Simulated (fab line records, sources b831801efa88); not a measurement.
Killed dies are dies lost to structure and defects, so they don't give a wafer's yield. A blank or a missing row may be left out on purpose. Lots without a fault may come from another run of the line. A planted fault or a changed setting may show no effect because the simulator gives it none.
Which tool did it? | flow gf180mcu | 11 lots, 33 wafers sampled, at 5 steps of a route of 602

WHAT THE GAUGES READ, wafer by wafer
GF_V1_BOW_MEAS_05.
lot  | measured     | on            | V1_BOW (um)
L146 | day 17 02:25 | film_metro-04 | 79 89 87
L149 | day 18 07:53 | film_metro-01 | 74 80 68
L153 | day 20 02:23 | film_metro-04 | 86 83 91
L159 | day 21 23:05 | film_metro-01 | 90 86 86
L162 | day 23 01:33 | film_metro-01 | 79 76 95
L163 | day 23 10:28 | film_metro-04 | 90 88 86
L165 | day 23 22:52 | film_metro-04 | 89 93 92
L166 | day 24 10:32 | film_metro-03 | 82 84 76
L168 | day 25 01:58 | film_metro-04 | 84 84 89

WHICH TOOL RAN EACH LOT (tool, then ch and the chambers of the sampled wafers, then the start)
lot  | GF_CONTACT_STRIP_18                  | GF_M1_METAL_ETCH_16               | GF_M1_STRIP_17                       | GF_V1_CVD_02
L146 | plasma_asher-02 ch 0,1, day 16 01:31 | rie_metal-04 ch 0,1, day 17 01:08 | plasma_asher-02 ch 0,1, day 17 01:16 | pecvd-03 ch 1,2, day 17 01:58
L149 | plasma_asher-04 ch 0,1, day 17 05:48 | rie_metal-02 ch 0,1, day 18 06:35 | plasma_asher-03 ch 0,1, day 18 06:42 | pecvd-04 ch 0,1,2, day 18 07:26
L153 | plasma_asher-02 ch 0,1, day 18 23:36 | rie_metal-01 ch 0, day 20 00:59   | plasma_asher-02 ch 0,1, day 20 01:15 | pecvd-04 ch 0,1, day 20 01:57
L155 | plasma_asher-02 ch 0,1, day 19 08:19 | rie_metal-04 ch 0, day 20 09:49   | plasma_asher-01 ch 0,1, day 20 09:56 | -
L156 | plasma_asher-01 ch 0,1, day 19 18:30 | rie_metal-02 ch 0,1, day 20 19:42 | plasma_asher-03 ch 0,1, day 20 19:49 | -
L159 | plasma_asher-04 ch 0,1, day 20 20:12 | rie_metal-04 ch 1, day 21 21:43   | plasma_asher-03 ch 0,1, day 21 21:58 | pecvd-03 ch 0,2, day 21 22:40
L162 | plasma_asher-01 ch 0,1, day 21 23:21 | rie_metal-01 ch 0,1, day 23 00:20 | plasma_asher-01 ch 0,1, day 23 00:27 | pecvd-03 ch 0,2, day 23 01:05
L163 | plasma_asher-04 ch 0,1, day 22 08:36 | rie_metal-04 ch 0,1, day 23 09:14 | plasma_asher-01 ch 0,1, day 23 09:21 | pecvd-04 ch 0,2, day 23 09:59
L165 | plasma_asher-02 ch 0,1, day 22 21:20 | rie_metal-02 ch 0,1, day 23 21:29 | plasma_asher-01 ch 0,1, day 23 21:36 | pecvd-02 ch 0,1,2, day 23 22:23
L166 | plasma_asher-02 ch 0,1, day 23 09:03 | rie_metal-04 ch 0, day 24 09:10   | plasma_asher-03 ch 0,1, day 24 09:26 | pecvd-02 ch 0,1,2, day 24 10:04
L168 | plasma_asher-02 ch 0,1, day 24 00:21 | rie_metal-02 ch 0,1, day 25 00:36 | plasma_asher-01 ch 0,1, day 25 00:44 | pecvd-04 ch 0,2, day 25 01:28
- GF_CONTACT_STRIP_18: strips in O2/N2.
- GF_M1_METAL_ETCH_16: etches the open film in Cl2/BCl3, stops on SiO2, target depth 750.8 nm, time 127.9 s.
- GF_M1_STRIP_17: strips in O2/N2.
- GF_V1_CVD_02: deposits SiO2 from TEOS, target thk 850 nm, time 94.851 s.

THE ANSWER, worked out from the rows above alone
Rule: what is usual is taken from the lots themselves. Put in order of their means at a reading, lots are off if they are a third of the lots or fewer, leave a main group of 4 or more, and stand apart from it by a gap of 3 or more times the standard deviation of the main group's means; of several such gaps the widest counts. A main group whose means are all the same, to the digits that the tables above print for the reading, isn't used. A lot without any number at a reading at which 4 lots or more have one is off too. The other lots that the step has rows for count as sound.
No lot is off at any reading shown: from this, nothing can be told.

WHAT THE SIMULATOR HAD PUT IN
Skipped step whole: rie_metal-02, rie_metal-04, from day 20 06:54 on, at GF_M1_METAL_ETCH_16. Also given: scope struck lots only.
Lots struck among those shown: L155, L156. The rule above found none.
